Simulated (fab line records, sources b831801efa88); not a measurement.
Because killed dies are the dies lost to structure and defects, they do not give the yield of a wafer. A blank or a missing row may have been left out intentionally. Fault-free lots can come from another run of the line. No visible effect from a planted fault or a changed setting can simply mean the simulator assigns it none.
A lot that was struck, set against a sound lot    flow gf180mcu    16 out of 602 route steps
Sound: the wafers L663.1, L663.2, L663.3. Struck: wafer L670.3; the same lot's L670.1 was not struck, so it is left out; see the end for the cause.
Each step with rows lists, per side, the tool, then ch with its chambers, then its first start. Under that, the readings that differ: sound wafers    struck wafers    difference of the means    sigmas: that difference in standard deviations of wafers without a fault.
alike: words and numbers the same on both sides, and readings whose means are apart by under 2 such deviations; not compared: readings that were withheld, readings missing a value for some wafer, numbers with overlapping values and no deviation given by the record, and bounds like >300 which may hide the same value.
The two part at a step that has a row with sigmas, a row that says differs or no value, or rows on one side only. Numbers that don't overlap but have no deviation are shown without sigmas and don't part them. A reading that every wafer of one side lacks parts them only if that side has two wafers or more.

first, 1 step without rows for these wafers: GF_TOP_METAL_CLEAN_19 (cleans in DIW).
GF_PASSIVATION_CVD_00: deposits SiO2 from TEOS, target thk 1000 nm, time 111.95 s.
  sound on pecvd-03 ch 0,1,2, day 30 06:40; struck on pecvd-04 ch 2, day 32 12:09
  alike: heater_power_w
GF_PASSIVATION_THK_MEAS_01:
  sound on film_metro-04 at day 30 06:45; struck on film_metro-01 at day 32 12:14
  alike: PASSIVATION_CVD_00_THK
GF_PASSIVATION_CVD_02: deposits Si3N4, target thk 700 nm, time 486.18 s.
  sound on pecvd-04 ch 0,1,2, day 30 06:49; struck on pecvd-03 ch 1, day 32 12:17
  alike: heater_power_w
GF_PASSIVATION_THK_MEAS_03:
  sound on film_metro-03 at day 30 07:06; struck on film_metro-03 at day 32 12:35
  alike: PASSIVATION_CVD_02_THK
then, 7 steps without rows for these wafers: GF_PASSIVATION_DEHYDRATE_04 (time 60 s); GF_PASSIVATION_HMDS_05 (prime time 60 s); GF_PASSIVATION_COAT_06 (resist thk 4000 nm); GF_PASSIVATION_SOFTBAKE_07; GF_PASSIVATION_EXPOSE_08 (exposes mask Pad, target cd 40000 nm); GF_PASSIVATION_PEB_09; GF_PASSIVATION_DEVELOP_10 (develop time 60 s).
GF_PASSIVATION_ETCH_11: etches the open film in CF4/O2, stops on TiN, target depth 2040 nm, time 453.3 s.
  sound on rie_diel-03 ch 0,1,3, day 31 00:40; struck on rie_diel-03 ch 3, day 33 04:46
reading                                        sound              struck  difference  sigmas
oes_product_au (a.u.)                          0.989 1.000 0.985  0.886   -0.105      -11
rf_hours_counter_h (h)                         25 2 8             27      +15         
throttle_valve_pct (%)                         5.974 5.964 5.990  5.942   -0.034      -3
model.coat_of_PASSIVATION_COAT_06.thk_nm (nm)  2668 2590 2666     2881    +240        
  alike: O2_flow_sccm, drypump_motor_current_A
GF_PASSIVATION_STRIP_12: strips in O2/N2.
  sound on plasma_asher-03 ch 0,1, day 31 00:56; struck on plasma_asher-01 ch 0, day 33 05:02
reading                       sound           struck  difference  sigmas
strip_time_to_endpoint_s (s)  33.2 32.4 33.2  35.7    +2.8        +7
  alike: drypump_motor_current_A, heater_power_w, oes_product_au
  not compared: rf_hours_counter_h
then, 1 step without rows for these wafers: GF_PASSIVATION_ANNEAL_13 (time 1800 s).
GF_PASSIVATION_PROBE_99:
  rows exist in the record for the struck wafers here (prober-01, day 33 06:51), but not for the sound ones

WHERE THEY PART
Last at GF_PASSIVATION_PROBE_99 as far as this record goes, first at GF_PASSIVATION_ETCH_11.

WHY: what had been put in by the simulator
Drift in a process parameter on rie_diel-03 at GF_PASSIVATION_ETCH_11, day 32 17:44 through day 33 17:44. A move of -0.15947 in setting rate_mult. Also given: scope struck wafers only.
